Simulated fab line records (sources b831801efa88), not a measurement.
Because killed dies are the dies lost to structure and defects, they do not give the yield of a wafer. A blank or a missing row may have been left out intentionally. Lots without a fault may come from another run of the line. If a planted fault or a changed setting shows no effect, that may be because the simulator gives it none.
A lot that was struck, set against a sound lot ; flow sky130 ; 20 steps out of a route of 708
Sound: wafers L828.1, L828.2, L828.6. Wafers L836.1, L836.2, L836.4 were the ones struck. At the end, the cause is stated.
For every step that has rows: the tool of each side, followed by ch and its chambers, followed by its first start. Under that, the readings that differ: sound wafers ; struck wafers ; difference of the means ; sigmas: that difference in standard deviations of wafers without a fault.
alike: same words and numbers on both sides, and readings whose means sit less than 2 such deviations apart. not compared: any withheld reading, any reading some wafer has no value for, any bound like >300 that may hide the same value, and any number with overlapping values for which the record gives no deviation.
The two part at a step that has a row with sigmas, a row that says differs or no value, or rows on one side only. Numbers that have no deviation but don't overlap get no sigmas and don't part them. Lack of a reading on every wafer of one side parts them only where that side has two or more wafers.

SKY_POLY_GATE_CD_MEAS_22:
  sound: cd_sem-01 at day 17 13:57; struck: cd_sem-02 at day 20 10:31
  alike: cd_nm
then, 7 steps without rows for these wafers: SKY_LDD_N_DEHYDRATE_00 (time 60 s); SKY_LDD_N_HMDS_01 (prime time 60 s); SKY_LDD_N_COAT_02 (resist thk 300 nm); SKY_LDD_N_SOFTBAKE_03 (time 60 s); SKY_LDD_N_EXPOSE_04 (exposes mask NTM, target cd 840 nm); SKY_LDD_N_PEB_05; SKY_LDD_N_DEVELOP_06 (develop time 60 s).
SKY_LDD_N_OVL_MEAS_07:
  sound: overlay-01 at day 18 18:12; struck: overlay-01 at day 21 16:48
  alike: LDD_N_OVL
then, 3 steps without rows for these wafers: SKY_LDD_N_IMPLANT_08; SKY_LDD_N_IMPLANT_09; SKY_LDD_N_IMPLANT_10.
SKY_LDD_N_IMPLANT_11:
  sound on implanter-03 ch 0, day 18 18:41; struck on implanter-02 ch 0, day 21 17:17
reading;sound;struck;difference;sigmas
dose_ions_cm2;7.503e+13 7.491e+13 7.501e+13;4.191e+13 4.189e+13 4.194e+13;-3.307e+13;-99 or more
faraday_current_uA;425 433 434;242 236 235;-193;-23
then, 4 steps without rows for these wafers: SKY_LDD_N_IMPLANT_12; SKY_LDD_N_IMPLANT_13; SKY_LDD_N_IMPLANT_14; SKY_LDD_N_IMPLANT_15.
SKY_LDD_N_STRIP_16: strips in O2/N2.
  sound on plasma_asher-01 ch 0,1, day 18 19:27; struck on plasma_asher-03 ch 0,1, day 21 18:02
reading;sound;struck;difference;sigmas
drypump_motor_current_A (A);5.3 5.5 5.3;6.2 6.2 6.2;+0.8;+3
strip_time_to_endpoint_s (s);4.301 4.311 4.301;4.211 4.231 4.219;-0.084;-6
  alike: oes_product_au
  not compared: rf_hours_counter_h
SKY_LDD_N_TW_MEAS_17:
  sound: film_metro-03 at day 18 19:33; struck: film_metro-03 at day 21 18:08
  alike: LDD_N_TW
-- here the record skips 27 days between the struck wafers' starts before and after, leaving off in module LDD_N and picking up in module PAD_OPEN (first step shown: number 708 of the route) --
SKY_PAD_OPEN_PROBE_99:
  sound: prober-02 at day 46 11:29; struck: prober-02 at day 48 06:13
reading;sound;struck;difference;sigmas
model.etest.tip_n.rs_ohm_sq;440.8 444 443.7;475.3 469.6 470.9;+29.1;
  alike: killed_at_M0_to_M3, killed_at_M4_up, killed_at_contacts, killed_at_front_end, killed_at_other, killed_dies, killed_on_rim, killed_open, killed_short
  not compared: model.etest.nfet_01v8_turned.vt_sat_v

WHERE THEY PART
First at SKY_LDD_N_IMPLANT_11; last, within this record, at SKY_LDD_N_STRIP_16. Later steps at which nothing parts them and some readings are alike: SKY_LDD_N_TW_MEAS_17, SKY_PAD_OPEN_PROBE_99.

WHY: the cause the simulator had injected
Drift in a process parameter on implanter-02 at SKY_LDD_N_IMPLANT_11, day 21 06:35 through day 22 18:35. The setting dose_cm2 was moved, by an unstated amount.
